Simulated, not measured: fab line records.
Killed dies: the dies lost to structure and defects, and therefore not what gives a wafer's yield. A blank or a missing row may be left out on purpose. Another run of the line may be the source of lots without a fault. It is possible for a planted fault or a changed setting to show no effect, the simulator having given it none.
Chamber matching ; flow sfqLine ; SFQ_TRILAYER_I2_CMP_CMP_064 on cmp-01: 4 sister chambers
The step polishes SiO2. 4 wafers are shown with their chamber, then 8 later ones without.

== WAFERS, EACH WITH ITS CHAMBER ==
wafer;chamber;motorCurrentA (A)
L330.5;1;10.2
L330.6;0;9.9
L331.1;3;10.2
L337.2;2;11.2

== WAFERS WITHOUT THEIR CHAMBER ==
wafer;motorCurrentA (A)
L337.3;10.6
L337.5;10.2
L338.3;10.9
L338.4;10.7
L338.5;10.4
L340.2;10.8
L340.3;10.9
L340.6;10.9

== EACH ONE'S CHAMBER ==
wafer;from the rows above;in truth
L337.3;can't be placed: 1 or 3 or 2 or 0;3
L337.5;can't be placed: 1 or 3 or 0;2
L338.3;can't be placed: 2 or 1 or 3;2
L338.4;can't be placed: 1 or 2 or 3 or 0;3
L338.5;can't be placed: 1 or 3 or 0 or 2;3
L340.2;can't be placed: 2 or 1 or 3 or 0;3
L340.3;can't be placed: 2 or 1 or 3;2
L340.6;can't be placed: 2 or 1 or 3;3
Correct placement for 0 of the 8. Can't be placed from these rows: 8 (the true chamber is among the candidates in 7). Number placed wrongly: 0.
How it was worked out, from the rows above alone: a wafer's distance from a chamber is the root of the sum, over the readings, of the square of ((its reading less the chamber's mean) divided by the reading's scatter). The wafer belongs to the nearest chamber; if the next one is less than 2 further off, it can't be placed. The mean given for a chamber averages the wafers shown for that chamber. The scatter: with one shown wafer a chamber, the root of the mean of the squares of how far each hidden wafer lies from its nearest shown one.
